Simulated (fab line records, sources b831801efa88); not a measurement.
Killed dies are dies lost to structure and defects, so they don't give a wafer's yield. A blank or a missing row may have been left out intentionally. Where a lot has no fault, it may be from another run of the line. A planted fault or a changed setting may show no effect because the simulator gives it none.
fab line records | flow sfqLine
record lots=6 | wafers=18 | lastDay=91
route steps=325 shown M0@39 I0@43
lots that met no fault: taken from a fault-free run of the same line
startH: start of the lot's first displayed wafer, in hours after the record's first day | waitH: hours elapsed since this lot's preceding step | " identical to the entry in the row above | L1.1+2: several wafers, shown together as one row | - no value present, or no start provided | * or withheld: withheld | < > ~ a bound
route shown NAME@n: a module of which the file shows steps, and the number in the route of the first | usual: average and standard deviation across the fault-free wafers | same: alike in all rows | chamber/n: place in a boat | sites: each site's reading | _std_site: how widely they spread, as a standard deviation | _edge_site: mean of outer sites minus mean of inner sites | radiusMm: for every site, how far away it sits from the centre of the wafer | mask NAME#n: copy n | behind: the tool/chamber that last shaped the wafer | hold: what put the lot on hold/how long, in hours/how the hold closed | device: the transistor (n, p or np) that didn't switch | end of line: the same wafers' tests at the end of the route | a step without rows: its recipe alone | killed: the dies lost at the first sort to structure and to defects; this is not the yield of the wafer | map: dies across one wafer; x = killed, . = not, _ = none there
set.NAME: setting as actually run; set.NAME@STEP: the setting as run at that earlier step | model.NAME: the simulator's own value behind a step, which no gauge read
lots seen at some steps along the route; tables by step, rows by wafer
services: from which hour (startH, from the record's first day; less than 0 if before it) a tool's chamber was out of use, for how many hours, and why
## steps
# step SFQ_TRILAYER_M0_BARC_OPEN_METAL_ETCH_031
# recipe maskMaterial=PR | chemistry=O2 | targetDepthNm=125 | target=BARC | icpW=600 | biasW=80 | pressureMtorr=10 | timeS=41.7
# step SFQ_TRILAYER_M0_ETCH_METAL_ETCH_024
# recipe target=Nb | stopOn=SiO2 | maskMaterial=PR | chemistry=Cl2/Ar | targetDepthNm=240 | icpW=600 | biasW=80 | pressureMtorr=10 | timeS=120
# usual drypumpMotorCurrentA=5.89/0.28 | oesProductAu=0.892/0.0068 | rfFwdPowerW=597.1/1.7
lot.wafer | tool        | chamber | startH | waitH | drypumpMotorCurrentA | oesProductAu | rfFwdPowerW | rfHoursCounterH
L368.1    | rieMetal-03 | 1       | 144.61 | 0.0   | 5.73                 | 0.886        | 598.0       | 145
L368.2    | "           | 0       | "      | "     | 5.93                 | 0.885        | 597.7       | 1
L368.3    | "           | 0       | "      | "     | 5.92                 | 0.888        | 597.6       | -
L371.1    | rieMetal-02 | 0       | 156.61 | 0.0   | 5.49                 | 0.888        | 592.6       | 107
L371.3    | "           | 1       | "      | "     | 6.27                 | 0.892        | 596.0       | -
L371.4    | "           | 0       | "      | "     | 5.47                 | 0.901        | 598.4       | -
L380.2    | rieMetal-02 | 0       | 216.90 | 0.0   | 5.49                 | 0.895        | 592.5       | 118
L380.3    | "           | 1       | "      | "     | 6.30                 | 0.902        | 600.1       | -
L380.6    | "           | 1       | "      | "     | 6.28                 | 0.900        | 600.3       | -
L381.2    | rieMetal-03 | 1       | 221.70 | 0.0   | 5.70                 | 0.891        | 596.9       | 158
L381.4    | "           | 0       | "      | "     | 5.91                 | 0.893        | 593.7       | -
L381.5    | "           | 1       | "      | "     | 5.70                 | 0.886        | 598.1       | -
L382.1    | rieMetal-04 | 1       | 225.36 | 0.1   | 6.13                 | 0.895        | 597.1       | 150
L382.3    | "           | 1       | "      | "     | 6.15                 | 0.895        | 596.4       | -
L382.4    | "           | 1       | "      | "     | 6.14                 | 0.899        | 596.6       | -
L384.1    | rieMetal-02 | 0       | 237.30 | 0.0   | 5.47                 | 0.899        | 594.7       | 123
L384.3    | "           | 1       | "      | "     | 6.30                 | 0.879        | 595.4       | -
L384.5    | "           | 0       | "      | "     | 5.47                 | 0.897        | 594.4       | -
# step SFQ_TRILAYER_M0_STRIP_STRIP_025
# recipe gas=O2 | powerW=200 | platenTempC=40 | overashFraction=0.65 | chemistry=O2 | pressureMtorr=50
# usual drypumpMotorCurrentA=5.90/0.28 | oesProductAu=0.996/0.0082 | platenTempC=40.00/0.12
lot.wafer | tool        | chamber | startH | waitH | drypumpMotorCurrentA | oesProductAu | platenTempC | rfHoursCounterH
L368.1    | rieMetal-03 | 1       | 144.73 | 0.1   | 5.76                 | 0.995        | 39.88       | 145
L368.2    | "           | 0       | "      | "     | 5.91                 | 0.999        | 40.10       | 1
L368.3    | "           | 0       | "      | "     | 5.87                 | 0.993        | 40.05       | -
L371.1    | rieMetal-02 | 0       | 156.73 | 0.1   | 5.46                 | 0.979        | 40.14       | 107
L371.3    | "           | 1       | "      | "     | 6.30                 | 0.999        | 39.91       | -
L371.4    | "           | 0       | "      | "     | 5.46                 | 0.976        | 40.05       | -
L380.2    | rieMetal-02 | 0       | 217.03 | 0.1   | 5.48                 | 0.992        | 39.93       | 118
L380.3    | "           | 1       | "      | "     | 6.30                 | 1.009        | 40.14       | -
L380.6    | "           | 1       | "      | "     | 6.30                 | 1.019        | 39.93       | -
L381.2    | rieMetal-03 | 1       | 221.83 | 0.1   | 5.73                 | 0.997        | 39.93       | 158
L381.4    | "           | 0       | "      | "     | 5.93                 | 1.001        | 39.92       | -
L381.5    | "           | 1       | "      | "     | 5.73                 | 1.004        | 39.91       | -
L382.1    | rieMetal-04 | 1       | 225.61 | 0.2   | 6.15                 | 0.990        | 39.92       | 150
L382.3    | "           | 1       | "      | "     | 6.14                 | 0.996        | 39.97       | -
L382.4    | "           | 1       | "      | "     | 6.17                 | 0.997        | 39.97       | -
L384.1    | rieMetal-02 | 0       | 237.43 | 0.1   | 5.47                 | 0.990        | 39.85       | 123
L384.3    | "           | 1       | "      | "     | 6.28                 | 1.009        | 39.90       | -
L384.5    | "           | 0       | "      | "     | 5.45                 | 0.988        | 39.89       | -
# step SFQ_TRILAYER_M0_STRIP_SOLV_CLEAN_026
# recipe chemistry=NMP | tempC=70 | timeS=600
# step SFQ_TRILAYER_I0_DEP_PECVD_027
# recipe material=SiO2 | tempC=150 | timeS=111.11 | pressureTorr=2.4 | rfW=183.3 | precursor=SiH4/N2O | targetThkNm=500
# usual heaterPowerW=96/17 | rfFwdPowerW=182.3/0.54 | throttleValvePct=23.8/1.3
lot.wafer | tool     | chamber | startH | waitH | heaterPowerW | rfFwdPowerW | sinceWetCleanH | throttleValvePct
L368.1    | pecvd-02 | 0       | 145.53 | 0.0   | 99           | 181.9       | 690            | 23.8
L368.2    | "        | 1       | "      | "     | 116          | 182.6       | 690            | 26.3
L368.3    | "        | 2       | "      | "     | 89           | 181.4       | 690            | 24.2
L371.1    | pecvd-03 | 1       | 157.51 | 0.0   | 59           | 182.8       | 1441           | 25.9
L371.3    | "        | 0       | "      | "     | 79           | 182.5       | 1441           | 24.8
L371.4    | "        | 0       | "      | "     | 81           | 182.2       | -              | 25.0
L380.2    | pecvd-01 | 0       | 217.80 | 0.0   | 84           | 182.8       | 379            | 22.2
L380.3    | "        | 2       | "      | "     | 90           | 181.6       | 379            | 23.4
L380.6    | "        | 0       | "      | "     | 84           | 182.5       | -              | 22.6
L381.2    | pecvd-02 | 1       | 222.60 | 0.0   | 105          | 182.0       | 767            | 26.4
L381.4    | "        | 1       | "      | "     | 115          | 182.5       | -              | 26.4
L381.5    | "        | 2       | "      | "     | 78           | 181.6       | -              | 24.2
L382.1    | pecvd-03 | 2       | 226.99 | 0.0   | 94           | 181.9       | 19             | 23.2
L382.3    | "        | 0       | "      | "     | 71           | 182.1       | 19             | 24.5
L382.4    | "        | 2       | "      | "     | 100          | 181.6       | -              | 22.8
L384.1    | pecvd-01 | 1       | 238.20 | 0.0   | 127          | 182.5       | 399            | 23.0
L384.3    | "        | 0       | "      | "     | 74           | 182.0       | 399            | 22.6
L384.5    | "        | 0       | "      | "     | 77           | 182.7       | -              | 22.6
# step SFQ_TRILAYER_I0_CMP_CMP_028
# recipe material=SiO2 | downForcePsi=3 | platenRpm=60 | padVelocityMS=0.94248
# usual headPressurePsi=2.999/0.0068 | motorCurrentA=10.1/1 | retainingRingPressureFrac=0.999/0.0048 | slurryFlowMlMin=150.0/0.44 | timeToEndpointS=216/7.3
lot.wafer | tool   | chamber | startH | waitH | headPressurePsi | motorCurrentA | retainingRingPressureFrac | slurryFlowMlMin | timeToEndpointS
L368.2    | cmp-01 | 1       | 155.66 | 10.1  | 2.993           | 10.5          | 1.005                     | 149.6           | 226
L368.1    | "      | 2       | "      | "     | 2.998           | 9.8           | 0.992                     | 150.2           | 212
L368.3    | "      | 3       | "      | "     | 2.993           | 10.8          | 0.994                     | 150.8           | 213
L371.1    | cmp-01 | 3       | 170.16 | 12.6  | 2.997           | 10.3          | 1.005                     | 150.1           | 217
L371.4    | "      | 0       | "      | "     | 2.989           | 9.4           | 0.993                     | 150.4           | 224
L371.3    | "      | 2       | 171.66 | 14.1  | 3.005           | 10.1          | 1.001                     | 149.7           | 214
L380.3    | cmp-01 | 2       | 228.16 | 10.3  | 3.006           | 9.9           | 0.996                     | 149.8           | 210
L380.2    | "      | 3       | "      | "     | 2.997           | 10.2          | 0.999                     | 149.4           | 218
L380.6    | "      | 0       | "      | "     | 3.003           | 9.3           | 0.996                     | 150.9           | 217
L381.4    | cmp-01 | 1       | 230.16 | 7.5   | 2.994           | 11.0          | 1.006                     | 150.0           | 231
L381.2    | "      | 2       | "      | "     | 2.993           | 10.2          | 1.002                     | 150.2           | 221
L381.5    | "      | 1       | 232.16 | 9.5   | 2.996           | 11.9          | 0.996                     | 150.6           | 226
L382.1    | cmp-01 | 0       | 236.16 | 9.1   | 3.000           | 9.5           | 0.999                     | 150.2           | 212
L382.3    | "      | 1       | "      | "     | 2.986           | 10.7          | 1.002                     | 150.4           | 214
L382.4    | "      | 2       | "      | "     | 3.006           | 10.3          | 0.999                     | 150.2           | 214
L384.3    | cmp-02 | 2       | 247.82 | 9.6   | 3.001           | 7.8           | 1.003                     | 150.4           | 201
L384.1    | "      | 0       | 248.82 | 10.6  | 2.997           | 10.1          | 0.993                     | 150.6           | 205
L384.5    | "      | 1       | "      | "     | 2.995           | 9.7           | 1.003                     | 150.7           | 211
# step SFQ_I0_BOW_MEAS_907
# recipe mode=bow
# usual I0_BOW=1/6.6
lot.wafer | tool         | chamber | startH | waitH | I0_BOW[um]
L368.1    | filmMetro-04 | -       | 158.16 | 1.5   | 2
L368.2    | "            | -       | "      | "     | 16
L368.3    | "            | -       | "      | "     | 3
L371.1    | filmMetro-02 | -       | 173.16 | 2.5   | 7
L371.3    | "            | -       | "      | "     | 1
L371.4    | "            | -       | "      | "     | 2
L380.2    | filmMetro-02 | -       | 230.18 | 1.0   | 4
L380.3    | "            | -       | "      | "     | 1
L380.6    | "            | -       | "      | "     | -1
L381.2    | filmMetro-04 | -       | 233.18 | 2.0   | 16
L381.4    | "            | -       | "      | "     | 1
L381.5    | "            | -       | "      | "     | 3
L382.1    | filmMetro-03 | -       | 239.16 | 2.5   | 12
L382.3    | "            | -       | "      | "     | 9
L382.4    | "            | -       | "      | "     | 2
L384.1    | filmMetro-04 | -       | 250.32 | 1.0   | -3
L384.3    | "            | -       | "      | "     | -10
L384.5    | "            | -       | "      | "     | -4
# step SFQ_TRILAYER_I0_METRO_MEASURE_029
# usual thkNm=200.0/0.99
lot.wafer | tool         | chamber | startH | waitH | thkNm
L368.1    | filmMetro-04 | -       | 158.28 | 0.1   | 199.4
L368.2    | "            | -       | "      | "     | 201.2
L368.3    | "            | -       | "      | "     | 200.9
L371.1    | filmMetro-02 | -       | 173.28 | 0.1   | 199.5
L371.3    | "            | -       | "      | "     | 198.8
L371.4    | "            | -       | "      | "     | 198.6
L380.2    | filmMetro-02 | -       | 230.48 | 0.3   | 201.1
L380.3    | "            | -       | "      | "     | 201.1
L380.6    | "            | -       | "      | "     | 201.9
L381.2    | filmMetro-04 | -       | 233.48 | 0.3   | 199.7
L381.4    | "            | -       | "      | "     | 201.1
L381.5    | "            | -       | "      | "     | 201.9
L382.1    | filmMetro-03 | -       | 239.28 | 0.1   | 200.7
L382.3    | "            | -       | "      | "     | 199.9
L382.4    | "            | -       | "      | "     | 200.5
L384.1    | filmMetro-04 | -       | 250.44 | 0.1   | 198.8
L384.3    | "            | -       | "      | "     | 200.2
L384.5    | "            | -       | "      | "     | 199.0
# step SFQ_TRILAYER_I0_VIA_LITHO_COAT_036
# recipe resist=BARC | spinRpm=3000 | resistThkNm=62
# step SFQ_TRILAYER_I0_VIA_LITHO_COAT_031
# recipe resist=KrF | spinRpm=3000 | resistThkNm=650
# step SFQ_TRILAYER_I0_VIA_LITHO_SOFTBAKE_035
# recipe tempC=withheld | timeS=withheld | resist=KrF
# step SFQ_TRILAYER_I0_VIA_LITHO_EXPOSE_032
# recipe maskId=I0 | na=0.6 | sourceShape=conventional | sigmaOuter=0.65 | targetCdNm=500 | doseMj=21.3
# step SFQ_TRILAYER_I0_VIA_LITHO_PEB_034
# recipe pebTempC=115 | pebTimeS=60 | resist=KrF
# usual chillPlateTempC=22.98/0.092 | exhaustPa=45.2/0.9
lot.wafer | tool          | chamber | startH | waitH | chillPlateTempC | exhaustPa
L368.1    | lithoTrack-03 | 0       | 233.79 | 1.0   | 22.95           | 45.8
L368.2    | "             | 0       | "      | "     | 23.14           | 46.3
L368.3    | "             | 0       | "      | "     | 23.08           | 46.1
L371.1    | lithoTrack-04 | 0       | 249.39 | 1.0   | 23.00           | 44.8
L371.3    | "             | 0       | "      | "     | 23.15           | 44.9
L371.4    | "             | 0       | "      | "     | 23.00           | 44.4
L380.2    | lithoTrack-02 | -       | 316.16 | 0.8   | -               | -
L380.3    | "             | -       | "      | "     | -               | -
L380.6    | "             | -       | "      | "     | -               | -
L381.2    | lithoTrack-03 | -       | 319.76 | 0.8   | -               | -
L381.4    | "             | -       | "      | "     | -               | -
L381.5    | "             | -       | "      | "     | -               | -
L382.1    | lithoTrack-04 | 0       | 325.74 | 1.0   | 23.06           | 45.5
L382.3    | "             | 0       | "      | "     | 23.00           | 46.0
L382.4    | "             | 0       | "      | "     | 22.97           | 44.0
L384.1    | lithoTrack-02 | 0       | 337.74 | 1.0   | 22.92           | 45.4
L384.3    | "             | 0       | "      | "     | 22.88           | 45.3
L384.5    | "             | 0       | "      | "     | 22.99           | 45.4
# step SFQ_TRILAYER_I0_VIA_LITHO_DEVELOP_033
# recipe timeS=60 | resist=KrF
## services
tool         | chamber | startH | hours | kind
cmp-01       | -       | 127.59 | 7.5   | pm
rieMetal-04  | 0       | 128.13 | 6.3   | repair
pecvd-03     | 0       | 133.51 | 6.2   | repair
rieMetal-04  | -       | 139.01 | 0.4   | repair
cmp-01       | -       | 141.10 | 3.8   | pm
cmp-01       | -       | 143.56 | 2.6   | repair
filmMetro-04 | -       | 149.14 | 2.2   | pm
filmMetro-03 | -       | 163.35 | 1.1   | pm
cmp-02       | -       | 169.47 | 16.9  | pm
rieMetal-02  | -       | 176.28 | 0.6   | repair
pecvd-03     | -       | 194.25 | 14.0  | pm
filmMetro-04 | -       | 194.81 | 1.2   | pm
filmMetro-02 | -       | 224.47 | 1.0   | pm
cmp-02       | -       | 234.32 | 4.0   | pm
pecvd-03     | -       | 253.19 | 0.3   | repair
filmMetro-04 | -       | 266.09 | 0.2   | pm
cmp-02       | -       | 266.38 | 0.2   | repair
rieMetal-04  | 0       | 268.14 | 3.3   | repair
cmp-02       | -       | 283.32 | 4.8   | pm
rieMetal-03  | -       | 297.03 | 14.6  | pm
filmMetro-02 | -       | 306.48 | 1.2   | pm
filmMetro-02 | -       | 308.12 | 3.0   | repair
filmMetro-04 | -       | 309.70 | 1.1   | pm
pecvd-03     | -       | 336.21 | 1.2   | repair
## key
firstSign step=SFQ_TRILAYER_I0_VIA_LITHO_PEB_034 | reading=toolRecord | direction=missing
effect none on later readings
metAt SFQ_TRILAYER_I0_VIA_LITHO_PEB_034
struckWafers L380.2,L380.3,L380.6,L381.2,L381.4,L381.5
onsetBetween 233.79 316.16
fault kind=skippedStepWhole | tool=lithoTrack-02,lithoTrack-03 | chamber=- | onsetH=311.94 | steps=SFQ_TRILAYER_I0_VIA_LITHO_PEB_034 | scope=struckLotsOnly
